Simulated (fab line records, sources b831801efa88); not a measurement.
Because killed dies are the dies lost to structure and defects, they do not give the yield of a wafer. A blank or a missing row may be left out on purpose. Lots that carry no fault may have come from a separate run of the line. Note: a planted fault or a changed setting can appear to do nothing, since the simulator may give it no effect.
Which tool did it?    flow gf180mcu    route of 602 steps, sampled at 1 step: 6 lots, 18 wafers

== WHAT THE GAUGES READ, wafer by wafer ==
GF_STI_THK_MEAS_24.
lot   measured     on             STI_CVD_23_THK (nm)
L794  day 2 18:47  film_metro-04  648 650 653
L798  day 3 15:43  film_metro-03  653 656 650
L800  day 4 03:52  film_metro-04  637 646 646
L807  day 5 15:42  film_metro-01  643 649 654
L810  day 6 11:58  film_metro-03  644 642 648
L812  day 6 17:36  film_metro-03  640 639 642

== WHAT TOOL EACH LOT RAN ON (gives the tool, then ch and the chambers of the sampled wafers, and finally the start) ==
Record: no process step prior to these readings.

== THE ANSWER, worked out from the rows above alone ==
Rule: what is usual is taken from the lots themselves. Put in order of their means at a reading, lots are off if they are a third of the lots or fewer, leave a main group of 4 or more, and stand apart from it by a gap of 3 or more times the standard deviation of the main group's means; of several such gaps the widest counts. If all means in a main group match to the digits the tables above print for the reading, that group is not used. Also off: a lot with no number at a reading for which 4 or more lots have one. The other lots that the step has rows for count as sound.
No lot is off at any reading shown: from this, nothing can be told.

== WHAT WAS PUT IN BY THE SIMULATOR ==
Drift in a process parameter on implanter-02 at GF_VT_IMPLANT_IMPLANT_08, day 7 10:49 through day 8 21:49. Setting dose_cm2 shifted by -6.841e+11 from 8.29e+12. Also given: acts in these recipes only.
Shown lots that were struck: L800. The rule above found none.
